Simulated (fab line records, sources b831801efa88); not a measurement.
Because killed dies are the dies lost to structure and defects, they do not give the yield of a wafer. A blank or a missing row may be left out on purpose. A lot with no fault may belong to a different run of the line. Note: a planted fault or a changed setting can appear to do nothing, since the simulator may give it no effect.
fab line records :: flow sfq_line
record:
  lots: 15
  wafers: 45
  last_day: 80
route steps=325 shown I6@267
lots untouched by any fault: they come from a run of this same line in which no faults occurred
start_h: the number of hours between the record's first day and the start of the first shown wafer of the lot :: wait_h: hours since the lot's step before :: " repeats the value in the row above :: L1.1+2: one row covering several wafers at once :: - value missing, or start not given :: * or withheld: withheld :: < > ~ a bound
route shown NAME@n: NAME is a module with steps in the file, n the number in the route of the first one :: usual: mean/standard deviation taken from wafers without a fault :: same: alike in all rows :: chamber/n: place in a boat :: sites: per-site readings :: _std_site: the standard deviation of these :: _edge_site: the outer-site mean with the inner-site mean subtracted :: radius_mm: how far each site lies from the wafer's centre :: mask NAME#n: copy n :: behind: the tool/chamber that last shaped the wafer :: hold: cause of the lot's hold/its duration in hours/its outcome :: device: the n, p or np transistor that did not switch :: end of line: the tests these same wafers got at the end of their route :: a step without rows: its recipe alone :: killed: at the first sort, the dies lost to defects and structure; wafer yield is something else :: map: per-die view of a wafer (x killed, . not killed, _ where there is no die)
set.NAME: setting as actually run; set.NAME@STEP: the setting as run at that earlier step :: model.NAME: the simulator's own value behind a step, which no gauge read
one table for each step of the route and one row for each wafer, over a sample of lots
services: a tool's chamber out of use, with start hour (start_h, from the record's first day; less than 0 if before it), hours out, and reason
== steps ==
step: SFQ_TRILAYER_I6_CMP_CMP_166
recipe:
  material: SiO2
  down_force_psi: 3
  platen_rpm: 60
  pad_velocity_m_s: 0.94248
usual:
  motor_current_A: 10.3/0.89
  slurry_flow_ml_min: 150.0/0.44
  time_to_endpoint_s: 220/9.2
lot.wafer: L588.3
tool: cmp-01
chamber: 1
start_h: 1444.53
wait_h: 11.7
motor_current_A: 9.1
slurry_flow_ml_min: 149.8
time_to_endpoint_s: 210

lot.wafer: L588.2
tool: cmp-01
chamber: 3
start_h: 1445.53
wait_h: 12.7
motor_current_A: 10.1
slurry_flow_ml_min: 150.2
time_to_endpoint_s: 213

lot.wafer: L588.6
tool: cmp-01
chamber: 0
start_h: 1445.53
wait_h: 12.7
motor_current_A: 10.2
slurry_flow_ml_min: 149.6
time_to_endpoint_s: 210

lot.wafer: L589.4
tool: cmp-01
chamber: 0
start_h: 1483.89
wait_h: 33.8
motor_current_A: 10.3
slurry_flow_ml_min: 149.9
time_to_endpoint_s: 209

lot.wafer: L589.1
tool: cmp-01
chamber: 1
start_h: 1483.89
wait_h: 33.8
motor_current_A: 9.2
slurry_flow_ml_min: 149.6
time_to_endpoint_s: 205

lot.wafer: L589.6
tool: cmp-01
chamber: 1
start_h: 1486.39
wait_h: 36.3
motor_current_A: 9.3
slurry_flow_ml_min: 149.8
time_to_endpoint_s: 219

lot.wafer: L591.4
tool: cmp-01
chamber: 0
start_h: 1516.89
wait_h: 1.6
motor_current_A: 10.2
slurry_flow_ml_min: 149.5
time_to_endpoint_s: 212

lot.wafer: L591.2
tool: cmp-01
chamber: 1
start_h: 1516.89
wait_h: 1.6
motor_current_A: 8.9
slurry_flow_ml_min: 150.6
time_to_endpoint_s: 213

lot.wafer: L591.5
tool: cmp-01
chamber: 0
start_h: 1518.89
wait_h: 3.6
motor_current_A: 10.2
slurry_flow_ml_min: 149.8
time_to_endpoint_s: 209

lot.wafer: L593.4
tool: cmp-01
chamber: 2
start_h: 1701.43
wait_h: 1.0
motor_current_A: 10.7
slurry_flow_ml_min: 150.7
time_to_endpoint_s: 235

lot.wafer: L593.2
tool: cmp-01
chamber: 3
start_h: 1701.43
wait_h: 1.0
motor_current_A: 9.3
slurry_flow_ml_min: 150.5
time_to_endpoint_s: 227

lot.wafer: L593.6
tool: cmp-01
chamber: 1
start_h: 1702.93
wait_h: 2.5
motor_current_A: 9.1
slurry_flow_ml_min: 150.6
time_to_endpoint_s: 222

lot.wafer: L594.2
tool: cmp-02
chamber: 3
start_h: 1701.67
wait_h: 0.1
motor_current_A: 10.2
slurry_flow_ml_min: 149.8
time_to_endpoint_s: 204

lot.wafer: L594.4
tool: cmp-02
chamber: 2
start_h: 1703.17
wait_h: 1.5
motor_current_A: 11.8
slurry_flow_ml_min: 150.3
time_to_endpoint_s: 223

lot.wafer: L594.6
tool: cmp-02
chamber: 0
start_h: 1704.17
wait_h: 2.5
motor_current_A: 11.2
slurry_flow_ml_min: 150.0
time_to_endpoint_s: 224

lot.wafer: L595.4
tool: cmp-01
chamber: 3
start_h: 1703.43
wait_h: 0.6
motor_current_A: 10.0
slurry_flow_ml_min: 150.1
time_to_endpoint_s: 238

lot.wafer: L595.1
tool: cmp-01
chamber: 2
start_h: 1704.93
wait_h: 2.1
motor_current_A: 10.8
slurry_flow_ml_min: 150.0
time_to_endpoint_s: 230

lot.wafer: L595.5
tool: cmp-01
chamber: 3
start_h: 1704.93
wait_h: 2.1
motor_current_A: 9.6
slurry_flow_ml_min: 149.5
time_to_endpoint_s: 240

lot.wafer: L596.4
tool: cmp-02
chamber: 1
start_h: 1705.67
wait_h: 1.6
motor_current_A: 10.3
slurry_flow_ml_min: 150.1
time_to_endpoint_s: 215

lot.wafer: L596.2
tool: cmp-02
chamber: 2
start_h: 1705.67
wait_h: 1.6
motor_current_A: 11.5
slurry_flow_ml_min: 149.1
time_to_endpoint_s: 205

lot.wafer: L596.5
tool: cmp-02
chamber: 0
start_h: 1707.17
wait_h: 3.1
motor_current_A: 11.3
slurry_flow_ml_min: 148.9
time_to_endpoint_s: 216

lot.wafer: L598.1
tool: cmp-02
chamber: 1
start_h: 1707.67
wait_h: 0.1
motor_current_A: 10.1
slurry_flow_ml_min: 150.4
time_to_endpoint_s: 214

lot.wafer: L598.4
tool: cmp-02
chamber: 2
start_h: 1707.67
wait_h: 0.1
motor_current_A: 11.4
slurry_flow_ml_min: 149.3
time_to_endpoint_s: 208

lot.wafer: L598.2
tool: cmp-02
chamber: 3
start_h: 1707.67
wait_h: 0.1
motor_current_A: 10.9
slurry_flow_ml_min: 149.7
time_to_endpoint_s: 199

lot.wafer: L599.4
tool: cmp-01
chamber: 0
start_h: 1712.23
wait_h: 1.0
motor_current_A: 10.1
slurry_flow_ml_min: 149.4
time_to_endpoint_s: 228

lot.wafer: L599.6
tool: cmp-01
chamber: 2
start_h: 1713.23
wait_h: 2.0
motor_current_A: 11.3
slurry_flow_ml_min: 149.8
time_to_endpoint_s: 231

lot.wafer: L599.5
tool: cmp-01
chamber: 3
start_h: 1713.23
wait_h: 2.0
motor_current_A: 9.5
slurry_flow_ml_min: 149.8
time_to_endpoint_s: 235

lot.wafer: L600.1
tool: cmp-01
chamber: 0
start_h: 1736.23
wait_h: 1.0
motor_current_A: 10.8
slurry_flow_ml_min: 150.7
time_to_endpoint_s: 209

lot.wafer: L600.6
tool: cmp-01
chamber: 2
start_h: 1737.23
wait_h: 2.0
motor_current_A: 11.5
slurry_flow_ml_min: 150.1
time_to_endpoint_s: 224

lot.wafer: L600.5
tool: cmp-01
chamber: 3
start_h: 1737.23
wait_h: 2.0
motor_current_A: 9.8
slurry_flow_ml_min: 150.0
time_to_endpoint_s: 230

lot.wafer: L603.3
tool: cmp-02
chamber: 1
start_h: 1743.31
wait_h: 3.3
motor_current_A: 10.6
slurry_flow_ml_min: 150.7
time_to_endpoint_s: 244

lot.wafer: L603.4
tool: cmp-02
chamber: 0
start_h: 1744.92
wait_h: 4.9
motor_current_A: 12.0
slurry_flow_ml_min: 150.3
time_to_endpoint_s: 238

lot.wafer: L603.5
tool: cmp-02
chamber: 2
start_h: 1746.00
wait_h: 6.0
motor_current_A: 11.3
slurry_flow_ml_min: 149.5
time_to_endpoint_s: 291

lot.wafer: L604.2
tool: cmp-02
chamber: 2
start_h: 1747.54
wait_h: 6.3
motor_current_A: 11.1
slurry_flow_ml_min: 150.2
time_to_endpoint_s: 208

lot.wafer: L604.3
tool: cmp-02
chamber: 3
start_h: 1747.54
wait_h: 6.3
motor_current_A: 10.6
slurry_flow_ml_min: 149.8
time_to_endpoint_s: 206

lot.wafer: L604.6
tool: cmp-02
chamber: 1
start_h: 1749.04
wait_h: 7.8
motor_current_A: 9.7
slurry_flow_ml_min: 150.8
time_to_endpoint_s: 283

lot.wafer: L606.3
tool: cmp-01
chamber: 2
start_h: 1756.73
wait_h: 3.5
motor_current_A: 11.0
slurry_flow_ml_min: 150.0
time_to_endpoint_s: 223

lot.wafer: L606.1
tool: cmp-01
chamber: 3
start_h: 1756.73
wait_h: 3.5
motor_current_A: 9.5
slurry_flow_ml_min: 149.4
time_to_endpoint_s: 221

lot.wafer: L606.5
tool: cmp-01
chamber: 2
start_h: 1758.73
wait_h: 5.5
motor_current_A: 10.6
slurry_flow_ml_min: 150.3
time_to_endpoint_s: 223

lot.wafer: L609.2
tool: cmp-02
chamber: 3
start_h: 1765.04
wait_h: 5.8
motor_current_A: 10.4
slurry_flow_ml_min: 150.1
time_to_endpoint_s: 209

lot.wafer: L609.4
tool: cmp-02
chamber: 0
start_h: 1765.04
wait_h: 5.8
motor_current_A: 11.3
slurry_flow_ml_min: 150.1
time_to_endpoint_s: 223

lot.wafer: L609.6
tool: cmp-02
chamber: 3
start_h: 1767.04
wait_h: 7.8
motor_current_A: 10.3
slurry_flow_ml_min: 149.5
time_to_endpoint_s: 281

lot.wafer: L611.3
tool: cmp-01
chamber: 3
start_h: 1772.23
wait_h: 9.4
motor_current_A: 9.6
slurry_flow_ml_min: 150.8
time_to_endpoint_s: 217

lot.wafer: L611.4
tool: cmp-01
chamber: 0
start_h: 1772.23
wait_h: 9.4
motor_current_A: 11.1
slurry_flow_ml_min: 150.9
time_to_endpoint_s: 214

lot.wafer: L611.6
tool: cmp-01
chamber: 2
start_h: 1773.73
wait_h: 10.9
motor_current_A: 11.0
slurry_flow_ml_min: 150.4
time_to_endpoint_s: 219
step: SFQ_TRILAYER_I6_METRO_MEASURE_167
usual:
  thk_nm: 200.4/1.2
lot.wafer: L588.2
tool: film_metro-04
chamber: -
start_h: 1447.35
wait_h: 0.3
thk_nm: 201.9

lot.wafer: L588.3
tool: film_metro-04
chamber: -
start_h: 1447.35
wait_h: 0.3
thk_nm: 200.6

lot.wafer: L588.6
tool: film_metro-04
chamber: -
start_h: 1447.35
wait_h: 0.3
thk_nm: 200.9

lot.wafer: L589.1
tool: film_metro-02
chamber: -
start_h: 1487.01
wait_h: 0.1
thk_nm: 199.8

lot.wafer: L589.4
tool: film_metro-02
chamber: -
start_h: 1487.01
wait_h: 0.1
thk_nm: 198.1

lot.wafer: L589.6
tool: film_metro-02
chamber: -
start_h: 1487.01
wait_h: 0.1
thk_nm: 199.9

lot.wafer: L591.2
tool: film_metro-01
chamber: -
start_h: 1520.21
wait_h: 0.3
thk_nm: 199.0

lot.wafer: L591.4
tool: film_metro-01
chamber: -
start_h: 1520.21
wait_h: 0.3
thk_nm: 200.5

lot.wafer: L591.5
tool: film_metro-01
chamber: -
start_h: 1520.21
wait_h: 0.3
thk_nm: 199.4

lot.wafer: L593.2
tool: film_metro-01
chamber: -
start_h: 1703.75
wait_h: 0.3
thk_nm: 202.9

lot.wafer: L593.4
tool: film_metro-01
chamber: -
start_h: 1703.75
wait_h: 0.3
thk_nm: 202.2

lot.wafer: L593.6
tool: film_metro-01
chamber: -
start_h: 1703.75
wait_h: 0.3
thk_nm: 200.9

lot.wafer: L594.2
tool: film_metro-04
chamber: -
start_h: 1704.99
wait_h: 0.3
thk_nm: 197.8

lot.wafer: L594.4
tool: film_metro-04
chamber: -
start_h: 1704.99
wait_h: 0.3
thk_nm: 199.4

lot.wafer: L594.6
tool: film_metro-04
chamber: -
start_h: 1704.99
wait_h: 0.3
thk_nm: 199.9

lot.wafer: L595.1
tool: film_metro-02
chamber: -
start_h: 1706.55
wait_h: 0.1
thk_nm: 202.4

lot.wafer: L595.4
tool: film_metro-02
chamber: -
start_h: 1706.55
wait_h: 0.1
thk_nm: 202.5

lot.wafer: L595.5
tool: film_metro-02
chamber: -
start_h: 1706.55
wait_h: 0.1
thk_nm: 201.8

lot.wafer: L596.2
tool: film_metro-04
chamber: -
start_h: 1707.99
wait_h: 0.3
thk_nm: 199.1

lot.wafer: L596.4
tool: film_metro-04
chamber: -
start_h: 1707.99
wait_h: 0.3
thk_nm: 201.2

lot.wafer: L596.5
tool: film_metro-04
chamber: -
start_h: 1707.99
wait_h: 0.3
thk_nm: 199.5

lot.wafer: L598.1
tool: film_metro-01
chamber: -
start_h: 1710.87
wait_h: 0.1
thk_nm: 201.1

lot.wafer: L598.2
tool: film_metro-01
chamber: -
start_h: 1710.87
wait_h: 0.1
thk_nm: 198.0

lot.wafer: L598.4
tool: film_metro-01
chamber: -
start_h: 1710.87
wait_h: 0.1
thk_nm: 197.7

lot.wafer: L599.4
tool: film_metro-02
chamber: -
start_h: 1714.95
wait_h: 0.6
thk_nm: 199.0

lot.wafer: L599.5
tool: film_metro-02
chamber: -
start_h: 1714.95
wait_h: 0.6
thk_nm: 202.9

lot.wafer: L599.6
tool: film_metro-02
chamber: -
start_h: 1714.95
wait_h: 0.6
thk_nm: 200.7

lot.wafer: L600.1
tool: film_metro-04
chamber: -
start_h: 1738.35
wait_h: 0.1
thk_nm: 199.7

lot.wafer: L600.5
tool: film_metro-04
chamber: -
start_h: 1738.35
wait_h: 0.1
thk_nm: 201.1

lot.wafer: L600.6
tool: film_metro-04
chamber: -
start_h: 1738.35
wait_h: 0.1
thk_nm: 200.9

lot.wafer: L603.3
tool: film_metro-04
chamber: -
start_h: 1747.06
wait_h: 0.5
thk_nm: 200.8

lot.wafer: L603.4
tool: film_metro-04
chamber: -
start_h: 1747.06
wait_h: 0.5
thk_nm: 200.4

lot.wafer: L603.5
tool: film_metro-04
chamber: -
start_h: 1747.06
wait_h: 0.5
thk_nm: 308.7

lot.wafer: L604.2
tool: film_metro-01
chamber: -
start_h: 1749.86
wait_h: 0.3
thk_nm: 200.1

lot.wafer: L604.3
tool: film_metro-01
chamber: -
start_h: 1749.86
wait_h: 0.3
thk_nm: 199.3

lot.wafer: L604.6
tool: film_metro-01
chamber: -
start_h: 1749.86
wait_h: 0.3
thk_nm: 306.6

lot.wafer: L606.1
tool: film_metro-01
chamber: -
start_h: 1759.35
wait_h: 0.1
thk_nm: 202.3

lot.wafer: L606.3
tool: film_metro-01
chamber: -
start_h: 1759.35
wait_h: 0.1
thk_nm: 201.5

lot.wafer: L606.5
tool: film_metro-01
chamber: -
start_h: 1759.35
wait_h: 0.1
thk_nm: 202.5

lot.wafer: L609.2
tool: film_metro-01
chamber: -
start_h: 1767.86
wait_h: 0.3
thk_nm: 199.2

lot.wafer: L609.4
tool: film_metro-01
chamber: -
start_h: 1767.86
wait_h: 0.3
thk_nm: 200.4

lot.wafer: L609.6
tool: film_metro-01
chamber: -
start_h: 1767.86
wait_h: 0.3
thk_nm: 304.9

lot.wafer: L611.3
tool: film_metro-01
chamber: -
start_h: 1774.75
wait_h: 0.5
thk_nm: 202.5

lot.wafer: L611.4
tool: film_metro-01
chamber: -
start_h: 1774.75
wait_h: 0.5
thk_nm: 199.5

lot.wafer: L611.6
tool: film_metro-01
chamber: -
start_h: 1774.75
wait_h: 0.5
thk_nm: 201.3
step: SFQ_TRILAYER_I6_VIA_ETCH_VIA_ETCH_172
recipe:
  target: SiO2
  stop_on: Nb
  mask_material: PR
  taper_deg: 20
  chemistry: CHF3
  target_depth_nm: 260
  source_w: 500
  bias_w: 80
  pressure_mtorr: 30
  time_s: withheld
usual:
  drypump_motor_current_A: 5.7/0.55
  oes_product_au: 0.856/0.0051
lot.wafer: L588.2
tool: rie_diel-04
chamber: 0
start_h: 1548.18
wait_h: 0.0
drypump_motor_current_A: 4.9
oes_product_au: 0.859

lot.wafer: L588.3
tool: rie_diel-04
chamber: 1
start_h: 1548.18
wait_h: 0.0
drypump_motor_current_A: 5.6
oes_product_au: 0.856

lot.wafer: L588.6
tool: rie_diel-04
chamber: 0
start_h: 1548.18
wait_h: 0.0
drypump_motor_current_A: 5.0
oes_product_au: 0.846

lot.wafer: L589.1
tool: rie_diel-04
chamber: 3
start_h: 1592.58
wait_h: 0.0
drypump_motor_current_A: 6.3
oes_product_au: 0.854

lot.wafer: L589.4
tool: rie_diel-04
chamber: 2
start_h: 1592.58
wait_h: 0.0
drypump_motor_current_A: 4.9
oes_product_au: 0.855

lot.wafer: L589.6
tool: rie_diel-04
chamber: 1
start_h: 1592.58
wait_h: 0.0
drypump_motor_current_A: 5.6
oes_product_au: 0.854

lot.wafer: L591.2
tool: rie_diel-04
chamber: 1
start_h: 1685.03
wait_h: 0.0
drypump_motor_current_A: 5.6
oes_product_au: 0.852

lot.wafer: L591.4
tool: rie_diel-04
chamber: 2
start_h: 1685.03
wait_h: 0.0
drypump_motor_current_A: 4.9
oes_product_au: 0.858

lot.wafer: L591.5
tool: rie_diel-04
chamber: 0
start_h: 1685.03
wait_h: 0.0
drypump_motor_current_A: 5.0
oes_product_au: 0.861

lot.wafer: L593.2
tool: rie_diel-01
chamber: 2
start_h: 1741.43
wait_h: 0.0
drypump_motor_current_A: 5.6
oes_product_au: 0.863

lot.wafer: L593.4
tool: rie_diel-01
chamber: 3
start_h: 1741.43
wait_h: 0.0
drypump_motor_current_A: 6.1
oes_product_au: 0.860

lot.wafer: L593.6
tool: rie_diel-01
chamber: 3
start_h: 1741.43
wait_h: 0.0
drypump_motor_current_A: 6.1
oes_product_au: 0.859

lot.wafer: L594.2
tool: rie_diel-04
chamber: 3
start_h: 1743.83
wait_h: 0.0
drypump_motor_current_A: 6.3
oes_product_au: 0.850

lot.wafer: L594.4
tool: rie_diel-04
chamber: 1
start_h: 1743.83
wait_h: 0.0
drypump_motor_current_A: 5.6
oes_product_au: 0.852

lot.wafer: L594.6
tool: rie_diel-04
chamber: 2
start_h: 1743.83
wait_h: 0.0
drypump_motor_current_A: 4.9
oes_product_au: 0.857

lot.wafer: L595.1
tool: rie_diel-01
chamber: 3
start_h: 1747.43
wait_h: 0.0
drypump_motor_current_A: 6.0
oes_product_au: 0.859

lot.wafer: L595.4
tool: rie_diel-01
chamber: 1
start_h: 1747.43
wait_h: 0.0
drypump_motor_current_A: 6.2
oes_product_au: 0.852

lot.wafer: L595.5
tool: rie_diel-01
chamber: 3
start_h: 1747.43
wait_h: 0.0
drypump_motor_current_A: 6.0
oes_product_au: 0.865

lot.wafer: L596.2
tool: rie_diel-04
chamber: 1
start_h: 1748.63
wait_h: 0.0
drypump_motor_current_A: 5.6
oes_product_au: 0.852

lot.wafer: L596.4
tool: rie_diel-04
chamber: 2
start_h: 1748.63
wait_h: 0.0
drypump_motor_current_A: 4.9
oes_product_au: 0.851

lot.wafer: L596.5
tool: rie_diel-04
chamber: 2
start_h: 1748.63
wait_h: 0.0
drypump_motor_current_A: 4.9
oes_product_au: 0.854

lot.wafer: L598.1
tool: rie_diel-04
chamber: 0
start_h: 1751.03
wait_h: 0.0
drypump_motor_current_A: 5.0
oes_product_au: 0.858

lot.wafer: L598.2
tool: rie_diel-04
chamber: 3
start_h: 1751.03
wait_h: 0.0
drypump_motor_current_A: 6.3
oes_product_au: 0.848

lot.wafer: L598.4
tool: rie_diel-04
chamber: 1
start_h: 1751.03
wait_h: 0.0
drypump_motor_current_A: 5.6
oes_product_au: 0.845

lot.wafer: L599.4
tool: rie_diel-04
chamber: 1
start_h: 1755.83
wait_h: 0.0
drypump_motor_current_A: 5.6
oes_product_au: 0.850

lot.wafer: L599.5
tool: rie_diel-04
chamber: 1
start_h: 1755.83
wait_h: 0.0
drypump_motor_current_A: 5.6
oes_product_au: 0.858

lot.wafer: L599.6
tool: rie_diel-04
chamber: 0
start_h: 1755.83
wait_h: 0.0
drypump_motor_current_A: 5.0
oes_product_au: 0.854

lot.wafer: L600.1
tool: rie_diel-01
chamber: 0
start_h: 1763.03
wait_h: 0.0
drypump_motor_current_A: 6.6
oes_product_au: 0.859

lot.wafer: L600.5
tool: rie_diel-01
chamber: 0
start_h: 1763.03
wait_h: 0.0
drypump_motor_current_A: 6.6
oes_product_au: 0.851

lot.wafer: L600.6
tool: rie_diel-01
chamber: 1
start_h: 1763.03
wait_h: 0.0
drypump_motor_current_A: 6.2
oes_product_au: 0.858

lot.wafer: L603.3
tool: rie_diel-01
chamber: 3
start_h: 1766.63
wait_h: 0.0
drypump_motor_current_A: 6.0
oes_product_au: 0.853

lot.wafer: L603.4
tool: rie_diel-01
chamber: 1
start_h: 1766.63
wait_h: 0.0
drypump_motor_current_A: 6.2
oes_product_au: 0.869

lot.wafer: L603.5
tool: rie_diel-01
chamber: 3
start_h: 1766.63
wait_h: 0.0
drypump_motor_current_A: 6.0
oes_product_au: 1.013

lot.wafer: L604.2
tool: rie_diel-02
chamber: 0
start_h: 1771.43
wait_h: 0.0
drypump_motor_current_A: 5.3
oes_product_au: 0.856

lot.wafer: L604.3
tool: rie_diel-02
chamber: 3
start_h: 1771.43
wait_h: 0.0
drypump_motor_current_A: 5.2
oes_product_au: 0.855

lot.wafer: L604.6
tool: rie_diel-02
chamber: 1
start_h: 1771.43
wait_h: 0.0
drypump_motor_current_A: 5.5
oes_product_au: 0.993

lot.wafer: L606.1
tool: rie_diel-01
chamber: 2
start_h: 1779.83
wait_h: 0.0
drypump_motor_current_A: 5.6
oes_product_au: 0.859

lot.wafer: L606.3
tool: rie_diel-01
chamber: 1
start_h: 1779.83
wait_h: 0.0
drypump_motor_current_A: 6.2
oes_product_au: 0.865

lot.wafer: L606.5
tool: rie_diel-01
chamber: 2
start_h: 1779.83
wait_h: 0.0
drypump_motor_current_A: 5.7
oes_product_au: 0.856

lot.wafer: L609.2
tool: rie_diel-04
chamber: 2
start_h: 1784.63
wait_h: 0.0
drypump_motor_current_A: 4.9
oes_product_au: 0.849

lot.wafer: L609.4
tool: rie_diel-04
chamber: 1
start_h: 1784.63
wait_h: 0.0
drypump_motor_current_A: 5.6
oes_product_au: 0.849

lot.wafer: L609.6
tool: rie_diel-04
chamber: 2
start_h: 1784.63
wait_h: 0.0
drypump_motor_current_A: 4.9
oes_product_au: 1.007

lot.wafer: L611.3
tool: rie_diel-01
chamber: 2
start_h: 1788.23
wait_h: 0.0
drypump_motor_current_A: 5.6
oes_product_au: 0.856

lot.wafer: L611.4
tool: rie_diel-01
chamber: 3
start_h: 1788.23
wait_h: 0.0
drypump_motor_current_A: 6.0
oes_product_au: 0.851

lot.wafer: L611.6
tool: rie_diel-01
chamber: 0
start_h: 1788.23
wait_h: 0.0
drypump_motor_current_A: 6.6
oes_product_au: 0.856
== services ==
tool: rie_diel-04
chamber: -
start_h: 1460.43
hours: 0.7
kind: repair

tool: cmp-01
chamber: -
start_h: 1467.42
hours: 1.5
kind: repair

tool: film_metro-01
chamber: -
start_h: 1492.55
hours: 1.3
kind: pm

tool: film_metro-01
chamber: -
start_h: 1514.43
hours: 2.9
kind: pm

tool: rie_diel-04
chamber: -
start_h: 1527.47
hours: 1.8
kind: repair

tool: film_metro-01
chamber: -
start_h: 1536.70
hours: 0.3
kind: pm

tool: cmp-01
chamber: -
start_h: 1548.26
hours: 2.2
kind: repair

tool: rie_diel-04
chamber: -
start_h: 1585.16
hours: 2.8
kind: pm

tool: cmp-01
chamber: -
start_h: 1598.38
hours: 4.0
kind: pm

tool: rie_diel-04
chamber: -
start_h: 1602.38
hours: 4.0
kind: pm

tool: rie_diel-04
chamber: 0
start_h: 1608.97
hours: 2.8
kind: repair

tool: cmp-01
chamber: -
start_h: 1612.18
hours: 7.7
kind: pm

tool: rie_diel-04
chamber: 0
start_h: 1619.37
hours: 2.6
kind: repair

tool: cmp-01
chamber: -
start_h: 1628.44
hours: 1.2
kind: repair

tool: film_metro-01
chamber: -
start_h: 1628.50
hours: 3.2
kind: pm

tool: cmp-01
chamber: -
start_h: 1629.77
hours: 0.4
kind: repair

tool: rie_diel-04
chamber: 1
start_h: 1636.25
hours: 22.5
kind: repair

tool: rie_diel-04
chamber: 0
start_h: 1644.56
hours: 8.0
kind: repair

tool: rie_diel-04
chamber: 3
start_h: 1646.49
hours: 10.4
kind: repair

tool: cmp-01
chamber: -
start_h: 1666.24
hours: 8.2
kind: pm

tool: rie_diel-04
chamber: 1
start_h: 1714.83
hours: 8.5
kind: repair

tool: cmp-01
chamber: -
start_h: 1732.12
hours: 1.4
kind: repair

tool: film_metro-01
chamber: -
start_h: 1737.53
hours: 2.3
kind: pm

tool: film_metro-01
chamber: -
start_h: 1760.55
hours: 0.9
kind: pm
== key ==
first_sign:
  step: SFQ_TRILAYER_I6_CMP_CMP_166
  reading: time_to_endpoint_s
  direction: up
  sigmas: 7.1
  usual: *
  struck: *
effect:
  step: SFQ_TRILAYER_I6_METRO_MEASURE_167
  reading: thk_nm
  direction: up
  sigmas: 85
  usual: 200.4
  struck: 306.7
effect:
  step: SFQ_TRILAYER_I6_VIA_ETCH_VIA_ETCH_172
  reading: oes_product_au
  direction: up
  sigmas: 29
  usual: 0.856
  struck: 1.004
met_at SFQ_TRILAYER_I6_CMP_CMP_166
struck_lots L603,L604,L609
struck_wafers L603.5,L604.6,L609.6
fault:
  kind: process_parameter_drift
  tool: cmp-02
  chamber: -
  onset_h: 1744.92
  steps: SFQ_TRILAYER_I6_CMP_CMP_166
  channel: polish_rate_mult
  offset: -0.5
  shape: step
  end_h: 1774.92
  scope: struck_wafers_only
